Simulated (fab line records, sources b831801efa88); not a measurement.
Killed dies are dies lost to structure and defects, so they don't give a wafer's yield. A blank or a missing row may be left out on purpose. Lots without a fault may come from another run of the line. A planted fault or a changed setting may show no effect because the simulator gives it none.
fab line records | flow sky130
record lots=14 wafers=41 last_day=50
route steps=708 shown CONTACT@425 VIA1@470 METAL2@501 VIA2@521 METAL3@532
lots that met no fault: from a run of the same line without faults
start_h: hours from the record's first day to the start of the lot's first wafer shown | wait_h: hours since the lot's step before | " the same as in the row above | L1.1+2: a row that stands for several wafers | - no value, or no start given | * or withheld: withheld | < > ~ a bound
route shown NAME@n: a module of which the file shows steps, and the number in the route of the first | usual: mean/standard deviation of fault-free wafers | same: alike in all rows | chamber/n: place in a boat | sites: the reading at each site | _std_site: their standard deviation | _edge_site: outer sites' mean less inner sites' | radius_mm: how far each site lies from the wafer's centre | mask NAME#n: copy n | behind: the tool/chamber that last shaped the wafer | hold: why the lot was held/for how many hours/how that ended | device: the transistor (n, p or np) that didn't switch | end of line: the same wafers' tests at the end of the route | a step without rows: its recipe alone | killed: dies lost to structure and defects at the first sort, not the wafer's yield | map: a wafer's dies, x killed, . not, _ none there
set.NAME: the setting as run; set.NAME@STEP: as run at that earlier step | model.NAME: the simulator's own value behind a step, which no gauge read
steps of the route over a sample of lots; a table a step, a row a wafer
services: from which hour (start_h, from the record's first day; less than 0 if before it) a tool's chamber was out of use, for how many hours, and why
## steps
# step SKY_CONTACT_STRIP_19
# recipe chemistry=O2/N2 power_w=1400 pressure_mtorr=1500 platen_temp_c=withheld o2_flow_sccm=3000 n2_flow_sccm=300 overash_fraction=0.5
# usual drypump_motor_current_A=5.6/0.44 oes_product_au=0.381/0.0048 strip_time_to_endpoint_s=3.609/0.025
# columns lot.wafer tool chamber start_h wait_h drypump_motor_current_A oes_product_au rf_hours_counter_h strip_time_to_endpoint_s
L284.1 plasma_asher-03 0 764.14 - 6.1 0.384 95 3.632
L284.3 " 1 " " 5.6 0.376 - 3.599
L284.6 " 0 " " 6.2 0.379 - 3.584
L285.1 plasma_asher-04 1 764.79 - 6.0 0.384 2 3.646
L285.4 " 1 " " 6.0 0.379 - 3.602
L285.5 " 1 " " 6.0 0.377 - 3.603
L287.2 plasma_asher-03 1 787.59 - 5.6 0.395 97 3.609
L287.5 " 0 " " 6.2 0.385 - 3.585
L287.6 " 1 " " 5.6 0.381 - 3.595
L286.1 plasma_asher-02 1 789.34 - 5.9 0.385 65 3.647
L286.4 " 0 " " 4.8 0.385 - 3.641
L286.5 " 1 " " 5.9 0.383 - 3.606
L289.1 plasma_asher-03 0 792.09 - 6.1 0.383 97 3.594
L289.4 " 0 " " 6.2 0.382 - 3.585
L289.5 " 0 " " 6.2 0.384 - 3.609
L288.1 plasma_asher-04 0 804.18 - 5.2 0.381 6 3.631
L288.4 " 0 " " 5.2 0.388 - 3.586
L288.5 " 1 " " 6.0 0.380 - 3.604
L290.1 plasma_asher-04 1 815.08 - 6.0 0.383 7 3.595
L290.3 " 1 " " 6.0 0.388 - 3.635
L290.5 " 1 " " 6.0 0.385 - 3.633
L291.1 plasma_asher-04 0 818.13 - 5.2 0.378 7 3.604
L291.3 " 0 " " 5.2 0.376 - 3.617
L291.6 " 1 " " 6.0 0.383 - 3.583
L294.5 plasma_asher-04 0 857.51 - 5.2 0.385 - 3.605
L294.6 " 1 " " 6.0 0.372 - 3.640
L298.2 plasma_asher-04 0 858.88 - 5.2 0.377 13 3.562
L298.3 " 0 " " 5.2 0.385 - 3.631
L298.4 " 1 " " 6.0 0.383 - 3.604
L302.1 plasma_asher-04 1 878.34 - 6.0 0.378 15 3.568
L302.4 " 1 " " 6.0 0.384 - 3.564
L302.5 " 0 " " 5.2 0.382 - 3.612
L303.1 plasma_asher-04 1 879.89 - 6.0 0.381 15 3.621
L303.4 " 0 " " 5.2 0.375 - 3.642
L303.5 " 0 " " 5.2 0.390 - 3.606
L304.2 plasma_asher-02 1 888.14 - 5.9 0.381 71 3.630
L304.4 " 0 " " 4.8 0.384 - 3.631
L304.5 " 1 " " 5.9 0.383 - 3.616
L305.1 plasma_asher-03 0 900.24 - 6.1 0.380 107 3.607
L305.3 " 1 " " 5.6 0.391 - 3.609
L305.5 " 0 " " 6.1 0.380 - 3.616
# step SKY_VIA1_CD_MEAS_12
# recipe target_cd_nm=150
# usual cd_nm=149.0/1.7
# columns lot.wafer tool chamber start_h wait_h cd_nm
L284.1 cd_sem-01 - 820.00 - 148.2
L284.3 " - " " 148.0
L284.6 " - " " 150.2
L285.1 cd_sem-02 - 821.25 - 148.7
L285.4 " - " " 148.1
L285.5 " - " " 149.9
L287.2 cd_sem-01 - 843.41 - 147.7
L287.5 " - " " 148.7
L287.6 " - " " 147.8
L286.1 cd_sem-01 - 845.24 - 148.2
L286.4 " - " " 148.6
L286.5 " - " " 147.6
L289.1 cd_sem-01 - 848.45 - 149.6
L289.4 " - " " 151.7
L289.5 " - " " 150.6
L288.1 cd_sem-01 - 859.30 - 148.6
L288.4 " - " " 148.6
L288.5 " - " " 146.9
L290.1 cd_sem-01 - 874.39 - 151.8
L290.3 " - " " 150.6
L290.5 " - " " 151.8
L291.1 cd_sem-01 - 874.51 - 147.3
L291.3 " - " " 148.0
L291.6 " - " " 150.2
L294.5 cd_sem-02 - 911.08 - 150.0
L294.6 " - " " 151.2
L298.2 cd_sem-02 - 912.02 - 150.5
L298.3 " - " " 150.1
L298.4 " - " " 149.5
L302.1 cd_sem-02 - 931.54 - 151.3
L302.4 " - " " 151.2
L302.5 " - " " 152.4
L303.1 cd_sem-02 - 932.20 - 149.8
L303.4 " - " " 149.2
L303.5 " - " " 150.6
L304.2 cd_sem-02 - 939.97 - 147.8
L304.4 " - " " 146.4
L304.5 " - " " 145.8
L305.1 cd_sem-02 - 951.19 - 149.8
L305.3 " - " " 150.6
L305.5 " - " " 150.0
# step SKY_METAL2_ETCH_18
# recipe chemistry=N2/H2 target=BARC ion_energy_ev=200 bias_w=100 pressure_mtorr=30 n2_flow_sccm=100 h2_flow_sccm=200 icp_w=500 stop_on=SiO2 time_s=45.9 target_depth_a=600
# usual drypump_motor_current_A=5.88/0.16 oes_product_au=0.854/0.0051 throttle_valve_pct=13.225/0.0093
# columns lot.wafer tool chamber start_h wait_h drypump_motor_current_A oes_product_au rf_hours_counter_h throttle_valve_pct
L284.1 rie_metal-01 0 847.82 0.1 6.01 0.847 9 13.219
L284.3 " 0 " " 6.00 0.845 - 13.224
L284.6 " 0 " " 6.00 0.847 - 13.226
L285.1 rie_metal-04 1 848.28 0.0 5.79 0.858 2 13.223
L285.4 " 1 " " 5.79 0.860 - 13.226
L285.5 " 1 " " 5.77 0.847 - 13.216
L287.2 rie_metal-02 1 870.28 0.0 5.64 0.852 18 13.237
L287.5 " 1 " " 5.67 0.853 - 13.220
L287.6 " 0 " " 6.14 0.858 - 13.234
L286.1 rie_metal-04 1 871.82 0.0 5.78 0.858 3 13.225
L286.4 " 1 " " 5.80 0.850 - 13.223
L286.5 " 0 " " 5.74 0.850 - 13.226
L289.1 rie_metal-04 0 876.13 0.0 5.76 0.852 17 13.221
L289.4 " 1 " " 5.79 0.858 - 13.232
L289.5 " 1 " " 5.79 0.853 - 13.222
L288.1 rie_metal-04 1 886.38 0.0 5.76 0.848 3 13.241
L288.4 " 1 " " 5.80 0.854 - 13.227
L288.5 " 1 " " 5.78 0.854 - 13.236
L290.1 rie_metal-01 0 902.01 0.1 6.00 0.848 13 13.239
L290.3 " 0 " " 6.02 0.857 - 13.224
L290.5 " 0 " " 6.00 0.858 - 13.222
L291.1 rie_metal-02 0 902.09 0.0 6.16 0.854 19 13.245
L291.3 " 1 " " 5.65 0.846 - 13.226
L291.6 " 1 " " 5.67 0.852 - 13.238
L294.5 rie_metal-04 0 937.23 0.0 5.75 0.857 - 13.217
L294.6 " 1 " " 5.78 0.847 - 13.215
L298.2 rie_metal-04 0 938.43 0.0 5.74 0.856 0 13.228
L298.3 " 0 " " 5.74 0.860 - 13.239
L298.4 " 1 " " 5.79 0.846 - 13.229
L302.1 rie_metal-01 0 957.63 0.0 6.05 0.855 16 13.214
L302.4 " 1 " " 5.97 0.858 - 13.229
L302.5 " 0 " " 6.05 0.860 - 13.213
L303.1 rie_metal-02 0 958.78 0.0 6.16 0.861 2 13.232
L303.4 " 0 " " 6.15 0.859 - 13.217
L303.5 " 0 " " 6.17 0.846 - 13.213
L304.2 rie_metal-01 1 965.64 0.0 5.98 0.859 5 13.218
L304.4 " 1 " " 5.97 0.855 - 13.216
L304.5 " 1 " " 5.98 0.848 - 13.234
L305.1 rie_metal-04 1 976.64 0.0 5.78 0.855 7 13.230
L305.3 " 1 " " 5.79 0.847 - 13.250
L305.5 " 0 " " 5.74 0.851 - 13.245
# step SKY_VIA2_ETCH_14
# recipe chemistry=N2/H2 target=BARC ion_energy_ev=200 source_w=500 bias_w=100 pressure_mtorr=30 n2_flow_sccm=100 h2_flow_sccm=200 stop_on=SiO2 time_s=45.9 target_depth_a=600
# usual drypump_motor_current_A=5.7/0.42 oes_product_au=0.855/0.0047 throttle_valve_pct=13.223/0.0092
# columns lot.wafer tool chamber start_h wait_h drypump_motor_current_A oes_product_au rf_hours_counter_h throttle_valve_pct
L284.1 rie_diel-04 1 875.24 0.0 5.7 0.863 8 13.228
L284.3 " 2 " " 5.9 0.857 23 13.231
L284.6 " 1 " " 5.7 0.854 - 13.227
L285.1 rie_diel-02 1 875.96 0.0 6.3 0.859 7 13.236
L285.4 " 0 " " 5.2 0.853 7 13.225
L285.5 " 0 " " 5.2 0.858 - 13.213
L287.2 rie_diel-02 2 897.61 0.0 5.8 0.862 6 13.238
L287.5 " 3 " " 6.5 0.855 - 13.245
L287.6 " 2 " " 5.9 0.856 - 13.201
L286.1 rie_diel-04 2 898.75 0.0 5.9 0.860 23 13.216
L286.4 " 0 " " 5.2 0.856 19 13.224
L286.5 " 0 " " 5.2 0.857 - 13.216
L289.1 rie_diel-03 1 903.06 0.0 6.2 0.860 7 13.239
L289.4 " 0 " " 5.7 0.851 6 13.214
L289.5 " 3 " " 5.6 0.852 - 13.236
L288.1 rie_diel-04 0 912.50 0.0 5.2 0.856 19 13.229
L288.4 " 3 " " 5.5 0.855 8 13.220
L288.5 " 2 " " 5.9 0.852 - 13.224
L291.1 rie_diel-03 2 928.56 0.0 4.8 0.854 21 13.216
L291.3 " 0 " " 5.8 0.855 6 13.206
L291.6 " 1 " " 6.2 0.848 - 13.226
L290.1 rie_diel-02 0 928.66 0.0 5.2 0.863 8 13.218
L290.3 " 3 " " 6.5 0.852 8 13.209
L290.5 " 2 " " 5.8 0.853 - 13.230
L294.5 rie_diel-03 3 963.18 0.0 5.6 0.797 - 13.229
L294.6 " 2 " " 4.8 0.849 - 13.211
L298.2 rie_diel-03 2 964.41 0.0 4.8 0.858 22 13.225
L298.3 " 0 " " 5.8 0.859 8 13.233
L298.4 " 1 " " 6.2 0.797 9 13.205
L302.1 rie_diel-04 3 982.38 0.0 5.6 0.859 10 13.206
L302.4 " 2 " " 5.9 0.850 26 13.225
L302.5 " 2 " " 5.9 0.851 - 13.220
L303.1 rie_diel-04 1 984.10 0.0 5.7 0.848 12 13.219
L303.4 " 2 " " 5.9 0.852 26 13.221
L303.5 " 3 " " 5.5 0.860 - 13.213
L304.2 rie_diel-04 3 990.20 0.0 5.5 0.863 11 13.231
L304.4 " 1 " " 5.7 0.858 12 13.220
L304.5 " 2 " " 5.9 0.853 - 13.216
L305.1 rie_diel-02 1 1001.71 0.0 6.3 0.853 10 13.204
L305.3 " 3 " " 6.5 0.850 10 13.223
L305.5 " 0 " " 5.2 0.858 - 13.229
# step SKY_VIA2_ETCH_15
# recipe target=SiO2 chemistry=C4F8/O2/Ar target_depth_nm=546 stop_on=TiN mask_material=KrF-thick source_w=1500 bias_w=1200 pressure_mtorr=40 c4f8_flow_sccm=withheld O2_flow_sccm=6 Ar_flow_sccm=300 time_s=84
# usual oes_product_au=0.941/0.0044
# columns lot.wafer tool chamber start_h wait_h oes_product_au rf_hours_counter_h
L284.1 rie_diel-04 1 875.28 0.0 0.931 8
L284.3 " 2 " " 0.941 23
L284.6 " 1 " " 0.937 -
L285.1 rie_diel-02 1 876.00 0.0 0.934 7
L285.4 " 0 " " 0.948 7
L285.5 " 0 " " 0.941 -
L287.2 rie_diel-02 2 897.65 0.0 0.941 6
L287.5 " 3 " " 0.945 -
L287.6 " 2 " " 0.948 -
L286.1 rie_diel-04 2 898.79 0.0 0.938 23
L286.4 " 0 " " 0.934 19
L286.5 " 0 " " 0.939 -
L289.1 rie_diel-03 1 903.10 0.0 0.937 7
L289.4 " 0 " " 0.941 6
L289.5 " 3 " " 0.938 -
L288.1 rie_diel-04 0 912.54 0.0 0.939 19
L288.4 " 3 " " 0.937 8
L288.5 " 2 " " 0.941 -
L291.1 rie_diel-03 2 928.60 0.0 0.941 21
L291.3 " 0 " " 0.951 6
L291.6 " 1 " " 0.935 -
L290.1 rie_diel-02 0 928.70 0.0 0.939 9
L290.3 " 3 " " 0.940 8
L290.5 " 2 " " 0.940 -
L294.5 rie_diel-03 3 963.23 0.0 0.367 -
L294.6 " 2 " " 0.933 -
L298.2 rie_diel-03 2 964.45 0.0 0.945 22
L298.3 " 0 " " 0.947 8
L298.4 " 1 " " 0.372 9
L302.1 rie_diel-04 3 982.42 0.0 0.939 10
L302.4 " 2 " " 0.941 26
L302.5 " 2 " " 0.939 -
L303.1 rie_diel-04 1 984.15 0.0 0.948 12
L303.4 " 2 " " 0.943 26
L303.5 " 3 " " 0.946 -
L304.2 rie_diel-04 3 990.25 0.0 0.934 11
L304.4 " 1 " " 0.937 12
L304.5 " 2 " " 0.936 -
L305.1 rie_diel-02 1 1001.75 0.0 0.940 10
L305.3 " 3 " " 0.941 10
L305.5 " 0 " " 0.933 -
# step SKY_VIA2_STRIP_16
# recipe chemistry=O2/N2 power_w=1400 pressure_mtorr=1500 platen_temp_c=withheld o2_flow_sccm=3000 n2_flow_sccm=300 overash_fraction=0.5
# usual drypump_motor_current_A=5.6/0.46 oes_product_au=0.399/0.0046 strip_time_to_endpoint_s=4.051/0.019
# columns lot.wafer tool chamber start_h wait_h drypump_motor_current_A oes_product_au rf_hours_counter_h strip_time_to_endpoint_s
L284.1 plasma_asher-04 1 875.35 0.0 6.0 0.393 14 4.052
L284.3 " 0 " " 5.2 0.399 - 4.043
L284.6 " 0 " " 5.2 0.398 - 4.043
L285.1 plasma_asher-02 0 876.06 0.0 4.8 0.394 70 4.052
L285.4 " 1 " " 5.9 0.398 - 4.088
L285.5 " 1 " " 5.9 0.402 - 4.064
L287.2 plasma_asher-02 0 897.71 0.0 4.8 0.397 72 4.028
L287.5 " 1 " " 5.9 0.397 - 4.045
L287.6 " 0 " " 4.8 0.396 - 4.039
L286.1 plasma_asher-02 0 898.85 0.0 4.7 0.401 72 4.046
L286.4 " 0 " " 4.8 0.398 - 4.064
L286.5 " 0 " " 4.7 0.398 - 4.048
L289.1 plasma_asher-03 1 903.16 0.0 5.6 0.395 108 4.052
L289.4 " 1 " " 5.6 0.395 - 4.009
L289.5 " 0 " " 6.2 0.402 - 4.010
L288.1 plasma_asher-04 0 912.61 0.0 5.2 0.398 18 4.074
L288.4 " 1 " " 6.0 0.400 - 4.083
L288.5 " 0 " " 5.2 0.393 - 4.053
L291.1 plasma_asher-04 0 928.66 0.0 5.2 0.406 20 4.042
L291.3 " 0 " " 5.2 0.398 - 4.048
L291.6 " 0 " " 5.2 0.400 - 4.061
L290.1 plasma_asher-03 1 928.76 0.0 5.6 0.398 110 4.092
L290.3 " 0 " " 6.1 0.397 - 4.074
L290.5 " 0 " " 6.2 0.393 - 4.065
L294.5 plasma_asher-03 0 963.33 0.1 6.2 0.403 - 4.199
L294.6 " 1 " " 5.6 0.398 - 4.037
L298.2 plasma_asher-04 0 964.51 0.0 5.2 0.401 23 4.050
L298.3 " 0 " " 5.2 0.402 - 4.044
L298.4 " 1 " " 6.0 0.399 - 4.220
L302.1 plasma_asher-03 0 982.49 0.0 6.1 0.404 116 4.049
L302.4 " 0 " " 6.2 0.396 - 4.012
L302.5 " 1 " " 5.6 0.399 - 4.043
L303.1 plasma_asher-03 1 984.21 0.0 5.6 0.413 116 4.061
L303.4 " 1 " " 5.6 0.404 - 4.036
L303.5 " 1 " " 5.6 0.400 - 4.076
L304.2 plasma_asher-04 1 990.31 0.0 6.0 0.397 26 4.062
L304.4 " 1 " " 6.0 0.401 - 4.051
L304.5 " 1 " " 6.0 0.395 - 4.040
L305.1 plasma_asher-02 0 1001.81 0.0 4.8 0.396 83 4.012
L305.3 " 0 " " 4.8 0.387 - 4.040
L305.5 " 1 " " 5.9 0.399 - 4.027
# step SKY_METAL3_SPUTTER_00
# recipe material=Ti target_thk_nm=15 power_w=3000 time_s=10 chamber_pressure_pa=0.4
# usual throttle_valve_pct=30.4/0.67
# columns lot.wafer tool chamber start_h wait_h throttle_valve_pct
L284.1 pvd_sputter-03 - 876.61 0.1 30.5
L284.3 " - " " 30.8
L284.6 " - " " 29.7
L285.1 pvd_sputter-02 - 877.33 0.1 29.9
L285.4 " - " " 31.9
L285.5 " - " " 31.4
L287.2 pvd_sputter-02 - 899.00 0.1 31.2
L287.5 " - " " 31.5
L287.6 " - " " 31.8
L286.1 pvd_sputter-04 - 900.12 0.2 29.9
L286.4 " - " " 30.1
L286.5 " - " " 30.5
L289.1 pvd_sputter-04 - 904.43 0.2 30.2
L289.4 " - " " 30.1
L289.5 " - " " 30.2
L288.1 pvd_sputter-03 - 914.02 0.2 30.9
L288.4 " - " " 30.7
L288.5 " - " " 29.4
L291.1 pvd_sputter-03 - 930.43 0.1 30.5
L291.3 " - " " 29.5
L291.6 " - " " 29.4
L290.1 pvd_sputter-02 - 930.73 0.1 31.6
L290.3 " - " " 32.0
L290.5 " - " " 30.4
L294.6 pvd_sputter-03 - 964.54 0.1 30.6
L298.2 pvd_sputter-02 - 965.78 0.2 32.0
L298.3 " - " " 29.8
L302.1 pvd_sputter-04 - 983.87 0.2 30.0
L302.4 " - " " 30.6
L302.5 " - " " 30.3
L303.1 pvd_sputter-04 - 985.47 0.1 30.2
L303.4 " - " " 29.9
L303.5 " - " " 30.1
L304.2 pvd_sputter-02 - 991.57 0.2 31.8
L304.4 " - " " 29.8
L304.5 " - " " 31.0
L305.1 pvd_sputter-03 - 1003.12 0.2 30.9
L305.3 " - " " 30.2
L305.5 " - " " 30.1
## services
# columns tool chamber start_h hours kind
plasma_asher-04 - 742.75 2.8 pm
rie_diel-04 0 754.07 1.3 repair
rie_diel-04 - 754.43 0.2 repair
rie_diel-03 1 773.67 7.5 repair
rie_diel-03 - 808.84 0.5 repair
rie_metal-01 1 811.51 9.1 repair
plasma_asher-03 - 812.74 8.1 repair
plasma_asher-02 - 818.87 38.9 pm
pvd_sputter-04 - 819.20 1.4 repair
rie_diel-02 2 827.57 9.4 repair
rie_metal-01 1 838.27 71.5 repair
plasma_asher-03 - 840.18 2.8 pm
plasma_asher-02 - 864.68 1.4 repair
plasma_asher-04 - 883.22 0.8 repair
pvd_sputter-02 - 924.80 1.3 repair
rie_diel-03 3 928.05 8.1 repair
rie_metal-04 - 928.42 2.8 pm
rie_diel-03 2 929.55 5.7 repair
rie_diel-04 3 946.87 6.0 repair
rie_diel-02 3 947.82 7.6 repair
rie_diel-04 0 951.33 2.6 repair
rie_diel-02 - 969.47 0.9 repair
rie_diel-02 1 988.83 3.3 repair
rie_diel-03 2 997.11 8.1 repair
## key
first_sign step=SKY_VIA2_ETCH_14 reading=oes_product_au direction=down sigmas=12 usual=0.855 struck=0.797
effect step=SKY_VIA2_ETCH_15 reading=oes_product_au direction=down sigmas=99+ usual=0.941 struck=0.369
effect step=SKY_VIA2_STRIP_16 reading=strip_time_to_endpoint_s direction=up sigmas=8.5 usual=* struck=*
effect step=SKY_METAL3_SPUTTER_00 reading=visit direction=missing
met_at SKY_VIA2_ETCH_14
struck_lots L294,L298
struck_wafers L294.5,L298.4
later_rows_left_out L294.5,L298.4
sort_left_out L294.5,L298.4
not_acting_at SKY_CONTACT_STRIP_19,SKY_VIA1_CD_MEAS_12,SKY_METAL2_ETCH_18
onset_between 928.56 963.18
fault kind=process_parameter_drift tool=rie_diel-03 chamber=- onset_h=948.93 steps=SKY_VIA2_ETCH_14 channel=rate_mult offset=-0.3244 shape=step end_h=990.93 scope=struck_wafers_only
# sort_left_out: the simulated sort isn't trusted on such a fault, so these wafers' sort isn't shown, and their yield isn't known
# later_rows_left_out: the simulator's readings of these wafers behind a module that went badly wrong aren't trusted and aren't shown, but for the sort
